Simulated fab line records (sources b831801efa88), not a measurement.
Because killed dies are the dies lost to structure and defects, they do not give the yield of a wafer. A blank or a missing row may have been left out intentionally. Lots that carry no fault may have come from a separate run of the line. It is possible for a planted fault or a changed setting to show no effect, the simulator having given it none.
fab line records ; flow sky130
record lots=5; wafers=15; last_day=50
route steps=708 shown DNWELL@37 PWDE@45 PAD_OPEN@708
lots with no fault: from the same line, run without faults
start_h: hours from the record's first day to the start of the lot's first wafer shown ; wait_h: hours from the lot's prior step to this one ; " repeats the value in the row above ; L1.1+2: several wafers, shown together as one row ; - value missing, or start not given ; * or withheld: withheld ; < > ~ a bound
route shown NAME@n: NAME is a module with steps in the file, n the number in the route of the first one ; usual: mean/standard deviation taken from wafers without a fault ; same: alike in all rows ; chamber/n: place in a boat ; sites: each site's reading ; _std_site: the values' standard deviation ; _edge_site: the outer-site mean with the inner-site mean subtracted ; radius_mm: for every site, how far away it sits from the centre of the wafer ; mask NAME#n: copy n ; behind: the last tool/chamber to shape the wafer ; hold: the reason the lot was held/the length of the hold in hours/how it ended ; device: names the non-switching transistor (n, p or np) ; end of line: the tests these same wafers got at the end of their route ; for a step that has no rows: nothing shown but its recipe ; killed: at the first sort, the dies lost to defects and structure; wafer yield is something else ; map: a wafer's dies, x killed, . not, _ none there
set.NAME: the setting that was run; set.NAME@STEP: the one run at that earlier step ; model.NAME: the simulator's own value behind a step, which no gauge read
lots seen at some steps along the route; tables by step, rows by wafer
services: a tool's chamber out of use, with start hour (start_h, from the record's first day; less than 0 if before it), hours out, and reason
## steps
# step SKY_DNWELL_COAT_02
# recipe spin_rpm=2000; resist_thk_nm=3000
# step SKY_DNWELL_SOFTBAKE_03
# recipe temp_c=110; time_s=withheld
# step SKY_DNWELL_EXPOSE_04
# recipe mask_id=DNM; na=0.57; target_cd_nm=3000; dose_mj=222
# step SKY_DNWELL_PEB_05
# recipe temp_c=115; time_s=withheld
# step SKY_DNWELL_DEVELOP_06
# recipe wall_angle_deg=90; developer=TMAH; develop_time_s=62.21; dev_temp_c=23
# step SKY_DNWELL_IMPLANT_07
# recipe species=P; energy_kev=withheld; dose_cm2=withheld; tilt_deg=withheld
# step SKY_DNWELL_STRIP_08
# recipe chemistry=O2/N2; power_w=1400; pressure_mtorr=1500; platen_temp_c=withheld; o2_flow_sccm=3000; n2_flow_sccm=300; overash_fraction=0.5
# usual drypump_motor_current_A=5.77/0.22; oes_product_au=0.722/0.0041; strip_time_to_endpoint_s=36.92/0.097
lot.wafer;tool;chamber;start_h;wait_h;drypump_motor_current_A;oes_product_au;rf_hours_counter_h;strip_time_to_endpoint_s
L568.2;plasma_asher-02;1;91.05;0.1;6.14;0.727;41;37.02
L568.3;plasma_asher-02;0;91.05;0.1;5.69;0.723;-;37.03
L568.4;plasma_asher-02;1;91.05;0.1;6.10;0.721;-;36.95
L569.1;plasma_asher-04;0;101.19;0.1;5.73;0.727;43;36.92
L569.3;plasma_asher-04;1;101.19;0.1;5.57;0.719;-;36.85
L569.4;plasma_asher-04;0;101.19;0.1;5.72;0.724;-;36.93
L576.1;plasma_asher-02;1;136.87;0.1;6.15;0.722;46;37.03
L576.5;plasma_asher-02;1;136.87;0.1;6.13;0.722;-;36.95
L576.6;plasma_asher-02;0;136.87;0.1;5.66;0.724;-;37.02
L581.1;plasma_asher-02;1;166.09;0.1;6.12;0.728;49;36.92
L581.4;plasma_asher-02;0;166.09;0.1;5.66;0.722;-;37.02
L581.5;plasma_asher-02;0;166.09;0.1;5.65;0.728;-;36.92
L583.2;plasma_asher-04;1;178.44;0.1;5.55;0.720;51;36.88
L583.5;plasma_asher-04;0;178.44;0.1;5.72;0.715;-;36.94
L583.6;plasma_asher-04;1;178.44;0.1;5.55;0.719;-;36.92
# step SKY_DNWELL_TW_MEAS_09
# usual DNWELL_TW=1124/10
lot.wafer;tool;chamber;start_h;wait_h;DNWELL_TW
L568.2;film_metro-04;-;91.16;0.1;1126
L568.3;film_metro-04;-;91.16;0.1;1122
L568.4;film_metro-04;-;91.16;0.1;1129
L569.1;film_metro-01;-;101.29;0.1;1131
L569.3;film_metro-01;-;101.29;0.1;1131
L569.4;film_metro-01;-;101.29;0.1;1127
L576.1;film_metro-04;-;136.97;0.1;1122
L576.5;film_metro-04;-;136.97;0.1;1125
L576.6;film_metro-04;-;136.97;0.1;1119
L581.1;film_metro-03;-;166.19;0.1;1100
L581.4;film_metro-03;-;166.19;0.1;1109
L581.5;film_metro-03;-;166.19;0.1;1100
L583.2;film_metro-01;-;178.55;0.1;1136
L583.5;film_metro-01;-;178.55;0.1;1140
L583.6;film_metro-01;-;178.55;0.1;1138
# step SKY_PWDE_DEHYDRATE_00
# recipe temp_c=200; time_s=60
# step SKY_PWDE_HMDS_01
# recipe prime_time_s=60; prime_temp_c=120
# step SKY_PWDE_COAT_02
# recipe spin_rpm=2000; resist_thk_nm=3000
# step SKY_PWDE_SOFTBAKE_03
# recipe temp_c=110; time_s=withheld
# step SKY_PWDE_EXPOSE_04
# recipe mask_id=PWDEM; na=0.6; source_shape=conventional; sigma_outer=0.6; polarization=unpolarized; target_cd_nm=840; dose_mj=214
lot.wafer;tool;chamber;start_h;wait_h;mask
L568.2+3+4;iline_stepper-01;0;100.41;-;PWDEM#0
L569.1+3+4;iline_stepper-01;0;109.61;-;PWDEM#0
L576.1+5+6;iline_stepper-01;0;146.64;-;PWDEM_R1#0
L581.1+4+5;iline_stepper-01;0;176.71;-;PWDEM#0
L583.2+5+6;iline_stepper-01;0;189.18;-;PWDEM#0
# step SKY_PWDE_PEB_05
# recipe temp_c=115; time_s=withheld
# step SKY_PAD_OPEN_PROBE_99
# usual killed_at_M0_to_M3=43/7.7; killed_at_M4_up=3.0/1.7; killed_at_contacts=24/5.2; killed_at_front_end=15/4.5; killed_at_other=0.3/0.5; killed_dies=85/9.5; killed_on_rim=17/4; killed_open=47/6.6; killed_short=38/6.6
# same gross_dies=492; killed_at_back_side=0
lot.wafer;tool;chamber;start_h;wait_h;killed_at_M0_to_M3;killed_at_M4_up;killed_at_contacts;killed_at_front_end;killed_at_other;killed_dies;killed_on_rim;killed_open;killed_short;model.etest.res_p_drift_20v.width_nm
L568.2;prober-01;-;1122.58;0.1;52;1;25;10;1;89;15;46;43;833.2
L568.3;prober-01;-;1122.63;0.2;54;0;30;8;1;93;21;46;47;832.9
L568.4;prober-01;-;1122.68;0.2;44;1;26;8;1;80;12;48;32;831
L569.1;prober-02;-;1128.25;0.1;49;3;24;14;1;91;13;58;33;831.2
L569.3;prober-02;-;1128.35;0.2;40;4;20;16;0;80;19;45;35;831.5
L569.4;prober-02;-;1128.40;0.2;43;5;18;17;0;83;21;50;33;830.9
L576.1;prober-02;-;1174.11;0.1;49;5;16;12;1;83;15;40;43;893.6
L576.5;prober-02;-;1174.31;0.2;43;2;15;11;0;71;11;39;32;894.2
L576.6;prober-02;-;1174.36;0.2;32;2;31;14;0;79;17;48;31;903.7
L581.1;prober-02;-;1188.21;0.1;45;3;24;16;1;89;22;56;33;828.6
L581.4;prober-02;-;1188.36;0.2;56;4;29;20;0;109;24;63;46;833.1
L581.5;prober-02;-;1188.41;0.2;67;2;20;13;1;103;17;60;43;830.1
L583.2;prober-02;-;1194.59;0.1;47;1;15;15;0;78;13;40;38;825.8
L583.5;prober-02;-;1194.74;0.2;42;3;34;16;0;95;18;46;49;826.2
L583.6;prober-02;-;1194.79;0.2;44;2;22;21;0;89;16;52;37;820
# killed by level:class
L568.2 VIA1:geometric_particle:open=13 VIA1:geometric_particle:short=11 METAL2:geometric_particle:short=9 LI_CONTACT:geometric_particle:open=8 CONTACT:geometric_particle:open=5 CONTACT:geometric_particle:short=5 METAL1:geometric_particle:short=5 VIA3:geometric_particle:open=5
L568.3 VIA1:geometric_particle:open=13 CONTACT:geometric_particle:open=10 METAL2:geometric_particle:short=8 LI_CONTACT:geometric_particle:open=6 CONTACT:geometric_particle:short=6 METAL1:geometric_particle:short=6 VIA2:geometric_particle:open=6 FIELD_ISO:geometric_particle:open=5
L568.4 VIA1:geometric_particle:open=12 LI_CONTACT:geometric_particle:open=9 METAL2:geometric_particle:short=8 CONTACT:geometric_particle:open=7 METAL1:geometric_particle:short=5 LI_CONTACT:geometric_particle:short=4 METAL1:geometric_particle:open=4 VIA2:geometric_particle:open=4
L569.1 CONTACT:geometric_particle:open=11 VIA3:geometric_particle:open=11 VIA1:geometric_particle:open=10 VIA2:geometric_particle:open=8 LI_CONTACT:geometric_particle:open=7 FIELD_ISO:geometric_particle:short=5 VIA1:geometric_particle:short=5 METAL1:geometric_particle:short=4
L569.3 VIA1:geometric_particle:open=9 POLY_GATE:geometric_particle:open=6 LI_CONTACT:geometric_particle:open=6 CONTACT:geometric_particle:open=6 VIA2:geometric_particle:open=5 VIA3:geometric_particle:short=5 METAL1:geometric_particle:short=4 METAL2:geometric_particle:short=4
L569.4 VIA1:geometric_particle:open=13 VIA2:geometric_particle:open=10 CONTACT:geometric_particle:open=7 POLY_GATE:geometric_particle:short=5 METAL1:geometric_particle:short=5 VIA3:geometric_particle:open=5 FIELD_ISO:geometric_particle:short=4 METAL2:geometric_particle:short=4
L576.1 VIA2:geometric_particle:open=8 VIA1:geometric_particle:open=8 VIA1:geometric_particle:short=7 VIA3:geometric_particle:open=6 METAL4:geometric_particle:short=5 LI_CONTACT:geometric_particle:open=5 METAL3:geometric_particle:short=5 POLY_GATE:geometric_particle:short=4
L576.5 VIA2:geometric_particle:open=9 METAL2:geometric_particle:short=7 VIA1:geometric_particle:open=6 VIA3:geometric_particle:open=5 LI_CONTACT:geometric_particle:open=4 METAL2:geometric_particle:open=4 CONTACT:geometric_particle:open=4 METAL1:geometric_particle:short=4
L576.6 VIA1:geometric_particle:open=12 LI_CONTACT:geometric_particle:open=11 FIELD_ISO:geometric_particle:open=7 CONTACT:geometric_particle:short=6 CONTACT:geometric_particle:open=6 LOCAL_INTERCONNECT:geometric_particle:short=4 METAL1:geometric_particle:short=4 METAL2:geometric_particle:short=4
L581.1 VIA1:geometric_particle:open=11 VIA2:geometric_particle:open=10 CONTACT:geometric_particle:short=9 FIELD_ISO:geometric_particle:open=8 CONTACT:geometric_particle:open=8 LI_CONTACT:geometric_particle:open=5 VIA3:geometric_particle:open=5 FIELD_ISO:geometric_particle:short=4
L581.4 VIA1:geometric_particle:open=16 LI_CONTACT:geometric_particle:open=11 METAL2:geometric_particle:short=11 CONTACT:geometric_particle:open=10 FIELD_ISO:geometric_particle:open=7 METAL1:geometric_particle:short=7 VIA3:geometric_particle:open=7 FIELD_ISO:geometric_particle:short=5
L581.5 VIA1:geometric_particle:open=17 VIA2:geometric_particle:open=12 METAL2:geometric_particle:short=8 METAL1:geometric_particle:short=7 VIA1:geometric_particle:short=7 VIA3:geometric_particle:open=7 LI_CONTACT:geometric_particle:open=5 CONTACT:geometric_particle:open=5
L583.2 VIA3:geometric_particle:open=7 VIA2:geometric_particle:open=7 CONTACT:geometric_particle:open=6 METAL1:geometric_particle:short=6 METAL1:geometric_particle:open=5 VIA1:geometric_particle:open=5 METAL2:geometric_particle:short=5 CONTACT:geometric_particle:short=4
L583.5 CONTACT:geometric_particle:open=12 LI_CONTACT:geometric_particle:open=9 METAL1:geometric_particle:short=8 POLY_GATE:geometric_particle:short=7 VIA1:geometric_particle:open=7 METAL2:geometric_particle:short=7 LI_CONTACT:geometric_particle:short=5 VIA1:geometric_particle:short=5
L583.6 VIA1:geometric_particle:open=9 VIA2:geometric_particle:open=9 LI_CONTACT:geometric_particle:open=8 CONTACT:geometric_particle:open=7 METAL2:geometric_particle:short=6 FIELD_ISO:geometric_particle:open=5 POLY_GATE:geometric_particle:open=5 METAL1:geometric_particle:short=5
## services
tool;chamber;start_h;hours;kind
iline_stepper-01;-;105.94;2.1;pm
iline_stepper-01;-;108.03;-;consumable_replace:lamp
iline_stepper-01;-;121.70;1.7;pm
## key
first_sign step=SKY_PWDE_EXPOSE_04; reading=mask; direction=changed
effect none on later readings
model_effect step=SKY_PAD_OPEN_PROBE_99; value=etest.res_p_drift_20v.width_nm; without=838.2; struck=897.2
met_at SKY_PWDE_EXPOSE_04
struck_wafers L576.1,L576.5,L576.6
tester_left_out L576
onset_between 109.61 146.64
fault kind=wrong_mask; tool=any; chamber=-; onset_h=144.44; steps=SKY_PWDE_EXPOSE_04; aux_copy=PWDEM_R1#0; cd_offset_nm=59; scope=struck_lots_only
# tester_left_out: of these lots the tester's yield and bins aren't shown, on N5 and GAA mostly nor the transistor test; their killed dies are dies lost to structure and defects alone, not to doping, threshold or leakage, so they don't give the yield
